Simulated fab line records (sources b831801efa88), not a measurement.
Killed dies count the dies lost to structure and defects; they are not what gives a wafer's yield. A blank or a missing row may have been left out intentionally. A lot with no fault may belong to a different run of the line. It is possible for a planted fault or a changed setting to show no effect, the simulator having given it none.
Which tool is to blame? / flow sky130 / Sampling: 14 lots, 42 wafers, 6 of 708 route steps

WHAT THE GAUGES SHOWED, per wafer
SKY_LDD_N_TW_MEAS_17.
lot=L175; measured=day 17 13:05; on=film-metro-02; LDD_N_TW=2539 2550 2551
lot=L176; measured=day 18 08:04; on=film-metro-02; LDD_N_TW=2537 2532 2532
lot=L177; measured=day 18 21:50; on=film-metro-04; LDD_N_TW=2545 2554 2546
lot=L178; measured=day 19 04:12; on=film-metro-02; LDD_N_TW=2539 2550 2553
lot=L179; measured=day 19 11:16; on=film-metro-03; LDD_N_TW=2589 2577 2577
lot=L181; measured=day 20 02:38; on=film-metro-02; LDD_N_TW=2542 2559 2551
lot=L182; measured=day 20 11:54; on=film-metro-03; LDD_N_TW=2568 2584 2594
lot=L189; measured=day 23 05:29; on=film-metro-04; LDD_N_TW=2563 2555 2539
lot=L192; measured=day 24 03:13; on=film-metro-03; LDD_N_TW=2568 2582 2573
lot=L193; measured=day 24 12:23; on=film-metro-03; LDD_N_TW=2570 2570 2569
lot=L194; measured=day 24 21:43; on=film-metro-02; LDD_N_TW=2566 2559 2553
lot=L195; measured=day 25 05:10; on=film-metro-02; LDD_N_TW=2548 2550 2560
lot=L197; measured=day 25 10:38; on=film-metro-04; LDD_N_TW=2547 2557 2557
lot=L198; measured=day 26 04:13; on=film-metro-04; LDD_N_TW=2561 2540 2554

SKY_SPACER_THK_MEAS_01.
lot=L175; measured=day 22 17:44; on=film-metro-02; SPACER_CVD_00_THK (nm)=42.5 42.9 43.0
lot=L176; measured=day 23 15:06; on=film-metro-02; SPACER_CVD_00_THK (nm)=42.6 43.0 43.0
lot=L177; measured=day 24 04:56; on=film-metro-01; SPACER_CVD_00_THK (nm)=42.5 42.4 42.3
lot=L178; measured=day 24 10:32; on=film-metro-03; SPACER_CVD_00_THK (nm)=42.4 42.1 42.1
lot=L179; measured=day 24 16:22; on=film-metro-03; SPACER_CVD_00_THK (nm)=43.0 43.0 43.0
lot=L181; measured=day 25 09:26; on=film-metro-02; SPACER_CVD_00_THK (nm)=54.6 54.5 54.7 54.6 54.5 54.7
lot=L182; measured=day 25 18:35; on=film-metro-01; SPACER_CVD_00_THK (nm)=55.2 55.4 55.3 55.2 55.3 55.3
lot=L189; measured=day 28 08:35; on=film-metro-02; SPACER_CVD_00_THK (nm)=42.2 42.2 41.6
lot=L192; measured=day 29 03:57; on=film-metro-03; SPACER_CVD_00_THK (nm)=42.9 42.7 42.8
lot=L193; measured=day 29 11:29; on=film-metro-01; SPACER_CVD_00_THK (nm)=42.5 42.3 42.4
lot=L194; measured=day 29 22:05; on=film-metro-03; SPACER_CVD_00_THK (nm)=43.7 43.6 43.4
lot=L195; measured=day 30 03:32; on=film-metro-02; SPACER_CVD_00_THK (nm)=42.9 42.7 43.2
lot=L197; measured=day 30 07:31; on=film-metro-02; SPACER_CVD_00_THK (nm)=42.9 43.0 42.9
lot=L198; measured=day 31 00:54; on=film-metro-01; SPACER_CVD_00_THK (nm)=43.0 42.9 42.9

SKY_SD_P_OVL_MEAS_08.
lot=L175; measured=day 25 06:55; on=overlay-02; SD_P_OVL (nm)=-0.3 -1.7 -1.1
lot=L176; measured=day 26 04:51; on=overlay-01; SD_P_OVL (nm)=-0.4 -0.5 -1.0
lot=L177; measured=day 26 17:13; on=overlay-01; SD_P_OVL (nm)=-0.9 -0.2 1.4
lot=L178; measured=day 26 22:14; on=overlay-02; SD_P_OVL (nm)=-0.3 -1.8 -1.6
lot=L179; measured=day 27 04:30; on=overlay-02; SD_P_OVL (nm)=-2.3 -2.4 -3.5
lot=L181; measured=day 27 19:35; on=overlay-01; SD_P_OVL (nm)=-0.5 -0.5 -1.9
lot=L182; measured=day 28 04:50; on=overlay-01; SD_P_OVL (nm)=-2.7 -1.1 -5.2
lot=L189; measured=day 30 17:07; on=overlay-01; SD_P_OVL (nm)=-1.2 -3.1 -2.6
lot=L192; measured=day 31 11:37; on=overlay-01; SD_P_OVL (nm)=0.7 2.4 1.7
lot=L193; measured=day 31 19:12; on=overlay-02; SD_P_OVL (nm)=0.1 2.7 1.6
lot=L194; measured=day 32 07:11; on=overlay-01; SD_P_OVL (nm)=-2.6 -2.4 -1.3
lot=L195; measured=day 32 11:12; on=overlay-02; SD_P_OVL (nm)=-2.3 -1.4 -0.8
lot=L197; measured=day 32 14:41; on=overlay-01; SD_P_OVL (nm)=0.7 1.3 2.1
lot=L198; measured=day 33 07:32; on=overlay-02; SD_P_OVL (nm)=-0.6 0.1 -1.5

WHAT TOOL EACH LOT RAN ON (gives the tool, then ch and the chambers of the sampled wafers, and finally the start)
lot=L175; SKY_POLY_GATE_ETCH_15=rie-diel-04 ch 1,2,3, day 16 04:14; SKY_SPACER_CVD_00=lpcvd-02 ch 0, day 22 16:31; SKY_SPACER_ETCHBACK_02=rie-diel-01 ch 1,2,3, day 22 17:47
lot=L176; SKY_POLY_GATE_ETCH_15=rie-diel-04 ch 0,1, day 16 23:17; SKY_SPACER_CVD_00=lpcvd-02 ch 0, day 23 13:54; SKY_SPACER_ETCHBACK_02=rie-diel-04 ch 1,2, day 23 15:10
lot=L177; SKY_POLY_GATE_ETCH_15=rie-diel-04 ch 0,1, day 17 12:14; SKY_SPACER_CVD_00=lpcvd-02 ch 0, day 24 03:43; SKY_SPACER_ETCHBACK_02=rie-diel-03 ch 0,2, day 24 04:59
lot=L178; SKY_POLY_GATE_ETCH_15=rie-diel-01 ch 1,2, day 17 17:28; SKY_SPACER_CVD_00=lpcvd-02 ch 0, day 24 09:20; SKY_SPACER_ETCHBACK_02=rie-diel-04 ch 0,1,3, day 24 10:36
lot=L179; SKY_POLY_GATE_ETCH_15=rie-diel-04 ch 2,3, day 18 01:04; SKY_SPACER_CVD_00=lpcvd-02 ch 0, day 24 15:10; SKY_SPACER_ETCHBACK_02=rie-diel-04 ch 0,1, day 24 16:26
lot=L181; SKY_POLY_GATE_ETCH_15=rie-diel-04 ch 0,1,3, day 18 16:31; SKY_SPACER_CVD_00=lpcvd-02 ch 0, day 25 08:12; SKY_SPACER_ETCHBACK_02=rie-diel-01 ch 2,3, day 25 12:05
lot=L182; SKY_POLY_GATE_ETCH_15=rie-diel-02 ch 0,2,3, day 18 23:34; SKY_SPACER_CVD_00=lpcvd-02 ch 1, day 25 17:23; SKY_SPACER_ETCHBACK_02=rie-diel-04 ch 0,1,2, day 25 19:57
lot=L189; SKY_POLY_GATE_ETCH_15=rie-diel-01 ch 0,1,3, day 21 20:34; SKY_SPACER_CVD_00=lpcvd-02 ch 0, day 28 07:23; SKY_SPACER_ETCHBACK_02=rie-diel-04 ch 1,2, day 28 08:38
lot=L192; SKY_POLY_GATE_ETCH_15=rie-diel-04 ch 0,3, day 22 17:23; SKY_SPACER_CVD_00=lpcvd-02 ch 1, day 29 02:44; SKY_SPACER_ETCHBACK_02=rie-diel-03 ch 1,3, day 29 03:59
lot=L193; SKY_POLY_GATE_ETCH_15=rie-diel-01 ch 1,2,3, day 23 02:16; SKY_SPACER_CVD_00=lpcvd-02 ch 1, day 29 10:16; SKY_SPACER_ETCHBACK_02=rie-diel-03 ch 0,2,3, day 29 11:32
lot=L194; SKY_POLY_GATE_ETCH_15=rie-diel-02 ch 0,1, day 23 11:32; SKY_SPACER_CVD_00=lpcvd-02 ch 1, day 29 20:53; SKY_SPACER_ETCHBACK_02=rie-diel-03 ch 1,2,3, day 29 22:09
lot=L195; SKY_POLY_GATE_ETCH_15=rie-diel-01 ch 0,1,2, day 23 19:07; SKY_SPACER_CVD_00=lpcvd-02 ch 0, day 30 02:20; SKY_SPACER_ETCHBACK_02=rie-diel-04 ch 0,3, day 30 03:35
lot=L197; SKY_POLY_GATE_ETCH_15=rie-diel-04 ch 0,1,3, day 24 01:07; SKY_SPACER_CVD_00=lpcvd-02 ch 1, day 30 06:17; SKY_SPACER_ETCHBACK_02=rie-diel-04 ch 2,3, day 30 07:33
lot=L198; SKY_POLY_GATE_ETCH_15=rie-diel-04 ch 0,1,3, day 24 17:55; SKY_SPACER_CVD_00=lpcvd-02 ch 0, day 30 23:41; SKY_SPACER_ETCHBACK_02=rie-diel-03 ch 0,2,3, day 31 00:57
- SKY_POLY_GATE_ETCH_15: etches BARC in N2/H2, stops on SiO2, time 118.5 s, target depth 110 nm.
- SKY_SPACER_CVD_00: deposits Si3N4 from DCS/NH3, target thk 43.1 nm, time 740 s.
- SKY_SPACER_ETCHBACK_02: etches Si3N4 in CH3F/O2, stops on SiO2, time 46.7 s, target depth 45 nm.

AS READ BY THE TOOLS THEMSELVES (means over the sampled wafers that have a number; for cases with no such wafer, the mark the record gives instead)
SKY_POLY_GATE_ETCH_15.
lot=L175; tool=rie-diel-04; drypump-motor-current-A (A)=5.9; oes-product-au (a.u.)=0.714; throttle-valve-pct (%)=13.201
lot=L176; tool=rie-diel-04; drypump-motor-current-A (A)=5.4; oes-product-au (a.u.)=0.714; throttle-valve-pct (%)=13.208
lot=L177; tool=rie-diel-04; drypump-motor-current-A (A)=5.2; oes-product-au (a.u.)=0.717; throttle-valve-pct (%)=13.206
lot=L178; tool=rie-diel-01; drypump-motor-current-A (A)=5.7; oes-product-au (a.u.)=0.721; throttle-valve-pct (%)=13.208
lot=L179; tool=rie-diel-04; drypump-motor-current-A (A)=5.9; oes-product-au (a.u.)=0.718; throttle-valve-pct (%)=13.214
lot=L181; tool=rie-diel-04; drypump-motor-current-A (A)=5.5; oes-product-au (a.u.)=0.722; throttle-valve-pct (%)=13.208
lot=L182; tool=rie-diel-02; drypump-motor-current-A (A)=5.6; oes-product-au (a.u.)=0.717; throttle-valve-pct (%)=13.213
lot=L189; tool=rie-diel-01; drypump-motor-current-A (A)=5.9; oes-product-au (a.u.)=0.717; throttle-valve-pct (%)=13.212
lot=L192; tool=rie-diel-04; drypump-motor-current-A (A)=5.6; oes-product-au (a.u.)=0.714; throttle-valve-pct (%)=13.217
lot=L193; tool=rie-diel-01; drypump-motor-current-A (A)=5.8; oes-product-au (a.u.)=0.716; throttle-valve-pct (%)=13.203
lot=L194; tool=rie-diel-02; drypump-motor-current-A (A)=6.2; oes-product-au (a.u.)=0.723; throttle-valve-pct (%)=13.216
lot=L195; tool=rie-diel-01; drypump-motor-current-A (A)=5.9; oes-product-au (a.u.)=0.718; throttle-valve-pct (%)=13.216
lot=L197; tool=rie-diel-04; drypump-motor-current-A (A)=5.4; oes-product-au (a.u.)=0.719; throttle-valve-pct (%)=13.200
lot=L198; tool=rie-diel-04; drypump-motor-current-A (A)=5.5; oes-product-au (a.u.)=0.717; throttle-valve-pct (%)=13.217

SKY_SPACER_CVD_00.
lot=L175; tool=lpcvd-02; spike-tc-bottom-C (C)=790.1; spike-tc-centre-C (C)=769.3; spike-tc-lower-C (C)=768.2; spike-tc-top-C (C)=785.3; spike-tc-upper-C (C)=770.6; susceptor-temp-C (C)=770.4; zone-power-bottom-pct (%)=20.5
lot=L176; tool=lpcvd-02; spike-tc-bottom-C (C)=790.8; spike-tc-centre-C (C)=769.5; spike-tc-lower-C (C)=767.6; spike-tc-top-C (C)=784.2; spike-tc-upper-C (C)=769.4; susceptor-temp-C (C)=770.0; zone-power-bottom-pct (%)=20.5
lot=L177; tool=lpcvd-02; spike-tc-bottom-C (C)=789.7; spike-tc-centre-C (C)=769.4; spike-tc-lower-C (C)=767.6; spike-tc-top-C (C)=784.4; spike-tc-upper-C (C)=769.4; susceptor-temp-C (C)=769.7; zone-power-bottom-pct (%)=20.7
lot=L178; tool=lpcvd-02; spike-tc-bottom-C (C)=791.4; spike-tc-centre-C (C)=768.9; spike-tc-lower-C (C)=768.1; spike-tc-top-C (C)=784.4; spike-tc-upper-C (C)=770.5; susceptor-temp-C (C)=769.8; zone-power-bottom-pct (%)=20.8
lot=L179; tool=lpcvd-02; spike-tc-bottom-C (C)=790.1; spike-tc-centre-C (C)=769.8; spike-tc-lower-C (C)=767.7; spike-tc-top-C (C)=784.0; spike-tc-upper-C (C)=769.0; susceptor-temp-C (C)=769.5; zone-power-bottom-pct (%)=20.6
lot=L181; tool=lpcvd-02; spike-tc-bottom-C (C)=803.2; spike-tc-centre-C (C)=781.5; spike-tc-lower-C (C)=780.6; spike-tc-top-C (C)=797.0; spike-tc-upper-C (C)=782.5; susceptor-temp-C (C)=783.6; zone-power-bottom-pct (%)=21.5
lot=L182; tool=lpcvd-02; spike-tc-bottom-C (C)=802.6; spike-tc-centre-C (C)=786.1; spike-tc-lower-C (C)=783.2; spike-tc-top-C (C)=799.4; spike-tc-upper-C (C)=782.6; susceptor-temp-C (C)=782.8; zone-power-bottom-pct (%)=19.9
lot=L189; tool=lpcvd-02; spike-tc-bottom-C (C)=789.5; spike-tc-centre-C (C)=769.4; spike-tc-lower-C (C)=768.2; spike-tc-top-C (C)=784.4; spike-tc-upper-C (C)=769.8; susceptor-temp-C (C)=770.1; zone-power-bottom-pct (%)=20.4
lot=L192; tool=lpcvd-02; spike-tc-bottom-C (C)=788.5; spike-tc-centre-C (C)=771.4; spike-tc-lower-C (C)=769.4; spike-tc-top-C (C)=785.5; spike-tc-upper-C (C)=770.3; susceptor-temp-C (C)=770.2; zone-power-bottom-pct (%)=19.3
lot=L193; tool=lpcvd-02; spike-tc-bottom-C (C)=789.1; spike-tc-centre-C (C)=772.1; spike-tc-lower-C (C)=769.8; spike-tc-top-C (C)=786.0; spike-tc-upper-C (C)=770.1; susceptor-temp-C (C)=770.2; zone-power-bottom-pct (%)=19.3
lot=L194; tool=lpcvd-02; spike-tc-bottom-C (C)=789.6; spike-tc-centre-C (C)=773.2; spike-tc-lower-C (C)=770.2; spike-tc-top-C (C)=786.1; spike-tc-upper-C (C)=769.1; susceptor-temp-C (C)=770.3; zone-power-bottom-pct (%)=19.6
lot=L195; tool=lpcvd-02; spike-tc-bottom-C (C)=790.6; spike-tc-centre-C (C)=769.1; spike-tc-lower-C (C)=767.8; spike-tc-top-C (C)=785.3; spike-tc-upper-C (C)=769.3; susceptor-temp-C (C)=770.2; zone-power-bottom-pct (%)=20.5
lot=L197; tool=lpcvd-02; spike-tc-bottom-C (C)=789.6; spike-tc-centre-C (C)=772.6; spike-tc-lower-C (C)=770.8; spike-tc-top-C (C)=786.2; spike-tc-upper-C (C)=769.8; susceptor-temp-C (C)=770.7; zone-power-bottom-pct (%)=19.4
lot=L198; tool=lpcvd-02; spike-tc-bottom-C (C)=789.9; spike-tc-centre-C (C)=769.0; spike-tc-lower-C (C)=767.7; spike-tc-top-C (C)=784.3; spike-tc-upper-C (C)=769.2; susceptor-temp-C (C)=769.9; zone-power-bottom-pct (%)=20.5

SKY_SPACER_ETCHBACK_02.
lot=L175; tool=rie-diel-01; O2_flow_sccm (sccm)=29.94; drypump-motor-current-A (A)=5.8; oes-product-au (a.u.)=0.848; throttle-valve-pct (%)=10.555
lot=L176; tool=rie-diel-04; O2_flow_sccm (sccm)=30.02; drypump-motor-current-A (A)=5.7; oes-product-au (a.u.)=0.855; throttle-valve-pct (%)=10.555
lot=L177; tool=rie-diel-03; O2_flow_sccm (sccm)=30.00; drypump-motor-current-A (A)=5.8; oes-product-au (a.u.)=0.844; throttle-valve-pct (%)=10.565
lot=L178; tool=rie-diel-04; O2_flow_sccm (sccm)=30.04; drypump-motor-current-A (A)=5.4; oes-product-au (a.u.)=0.843; throttle-valve-pct (%)=10.556
lot=L179; tool=rie-diel-04; O2_flow_sccm (sccm)=30.03; drypump-motor-current-A (A)=5.2; oes-product-au (a.u.)=0.850; throttle-valve-pct (%)=10.562
lot=L181; tool=rie-diel-01; O2_flow_sccm (sccm)=30.07; drypump-motor-current-A (A)=6.0; oes-product-au (a.u.)=0.981; throttle-valve-pct (%)=10.580
lot=L182; tool=rie-diel-04; O2_flow_sccm (sccm)=30.02; drypump-motor-current-A (A)=5.5; oes-product-au (a.u.)=0.984; throttle-valve-pct (%)=10.573
lot=L189; tool=rie-diel-04; O2_flow_sccm (sccm)=29.92; drypump-motor-current-A (A)=5.9; oes-product-au (a.u.)=0.841; throttle-valve-pct (%)=10.559
lot=L192; tool=rie-diel-03; O2_flow_sccm (sccm)=29.96; drypump-motor-current-A (A)=5.9; oes-product-au (a.u.)=0.846; throttle-valve-pct (%)=10.566
lot=L193; tool=rie-diel-03; O2_flow_sccm (sccm)=30.05; drypump-motor-current-A (A)=5.9; oes-product-au (a.u.)=0.844; throttle-valve-pct (%)=10.571
lot=L194; tool=rie-diel-03; O2_flow_sccm (sccm)=30.01; drypump-motor-current-A (A)=5.8; oes-product-au (a.u.)=0.862; throttle-valve-pct (%)=10.565
lot=L195; tool=rie-diel-04; O2_flow_sccm (sccm)=29.90; drypump-motor-current-A (A)=5.2; oes-product-au (a.u.)=0.853; throttle-valve-pct (%)=10.569
lot=L197; tool=rie-diel-04; O2_flow_sccm (sccm)=29.96; drypump-motor-current-A (A)=5.9; oes-product-au (a.u.)=0.857; throttle-valve-pct (%)=10.562
lot=L198; tool=rie-diel-03; O2_flow_sccm (sccm)=29.99; drypump-motor-current-A (A)=5.9; oes-product-au (a.u.)=0.857; throttle-valve-pct (%)=10.553

THE ANSWER, worked out from the rows above alone
Rule: the usual values come from the lots themselves. Put in order of their means at a reading, lots are off if they are a third of the lots or fewer, leave a main group of 4 or more, and stand apart from it by a gap of 3 or more times the standard deviation of the main group's means; of several such gaps the widest counts. A main group is skipped when, at the precision printed for the reading in the tables above, its means are all equal. Also off: a lot with no number at a reading for which 4 or more lots have one. Any other lot the step has rows for is counted as sound. First the gauges in route order, then the tools' own readings, where a lot's mean is used as printed above. The first step at which some lot is off is used, and at that step the reading that is off furthest; a lot without a number counts as furthest.
Off: L181, L182, seen at SKY_SPACER_THK_MEAS_01 (SPACER_CVD_00_THK). The main group: mean 42.7 nm, standard deviation 0.4.
A tool fits if, at a process step before that reading, it ran every lot that is off, and no sound lot after the first of them. Not tried: the gauges at SKY_SPACER_THK_MEAS_01; whatever is off there is also off at SKY_SPACER_CVD_00, on other tools, and gauge error can't account for it. Of those tried, none fits.

WHAT WAS PUT IN BY THE SIMULATOR
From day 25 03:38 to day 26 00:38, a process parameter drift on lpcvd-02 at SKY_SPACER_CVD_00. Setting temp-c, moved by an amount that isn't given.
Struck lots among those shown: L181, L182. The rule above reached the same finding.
